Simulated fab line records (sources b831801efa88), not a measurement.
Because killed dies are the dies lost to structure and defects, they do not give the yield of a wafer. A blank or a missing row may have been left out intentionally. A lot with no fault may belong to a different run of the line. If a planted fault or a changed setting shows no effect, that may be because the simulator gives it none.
8D (eight disciplines) problem report, filled in by code | flow sky130 | the parts of the form that need people (team, actions taken, sign-off) are left out

== 1. THE PROBLEM ==
Mean of bias w at SKY_VIA3_ETCH_14: 89.87 W over 2 wafers from 1 lot, against 99.99 W (standard deviation 0.28) on wafers with no fault. That is -36 standard deviations from the usual mean.
The step: etches BARC in N2/H2, stops on SiO2, time 45.9 s, target depth 60 nm.
First observed at day 40 18:23: wafer L214.3, on rie diel-03. The record holds 36 wafers of 12 lots with a number at this step. Rule for "out", or "out of limits": more than 4 standard deviations from the usual mean. The rest of the wafers with a number are treated as sound.

== 2. WHAT THIS IS AND IS NOT ==
question                    | is                | is not
which readings at this step | bias w            | drypump motor current A, oes product au, throttle valve pct
which lots                  | L214              | L210, L211, L213, L223, L227, L228, L229, L230, L231, L232, L233
which wafers of those lots  | L214.3, L214.6    | L214.4
read on which tools         | rie diel-03       | rie diel-02, rie diel-04
when                        | from day 40 18:23 | up to then (10 sound wafers); but 24 sound wafers of L223, L227, L228, L229, L230, L231, L232, L233 came after

== 3. THE SUSPECTS, EACH WITH WHAT RULES IT OUT ==
Counting: if a tool at a process step up to the reading ran every lot that is out, it stays a suspect. Sound lots after the first of them don't rule it out here, since some wafers of a struck lot are sound.
- rie diel-03 at SKY_VIA3_ETCH_14 (etches BARC in N2/H2, stops on SiO2, time 45.9 s, target depth 60 nm): kept. The lot that is out, L214, ran on it at day 40 18:23; the last sound lot it ran before that was L213, at day 40 14:23. Its own readings are out on those wafers: bias w.
- The sound lot-mates ran in chamber 2 of rie diel-03 at SKY_VIA3_ETCH_14, but the wafers that are out ran in chamber 0.
After counting, what remains is rie diel-03 at SKY_VIA3_ETCH_14.

== 4. THE CAUSE (what the simulator had put in) ==
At SKY_VIA3_ETCH_14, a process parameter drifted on rie diel-03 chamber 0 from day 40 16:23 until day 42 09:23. From 100, the setting bias w moved by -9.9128. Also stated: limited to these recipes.
Only this tool survived the counting.

== 5. THE EFFECT CHAIN, in route order ==
Each row: a reading where the mean over the struck wafers with a number is more than 3 standard deviations away from the usual. Readings are gone through only where the record gives a usual standard deviation; hours: the median, over the lots, of the time from a lot's start at the first step in this table giving one to that lot's start at this step; sigmas: the change measured in usual standard deviations.
hours | step             | reading | usual   | on struck wafers | change | sigmas
0     | SKY_VIA3_ETCH_14 | bias w  | 99.99 W | 89.87            | -10.12 | -36
Here are the process steps it includes:
- SKY_VIA3_ETCH_14: etches BARC in N2/H2, stops on SiO2, time 45.9 s, target depth 60 nm.

== 6. WHAT WOULD HAVE CAUGHT IT SOONER ==
In this record no reading fell out of limits until day 40 18:23, 2 hours after the fault had begun at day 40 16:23.
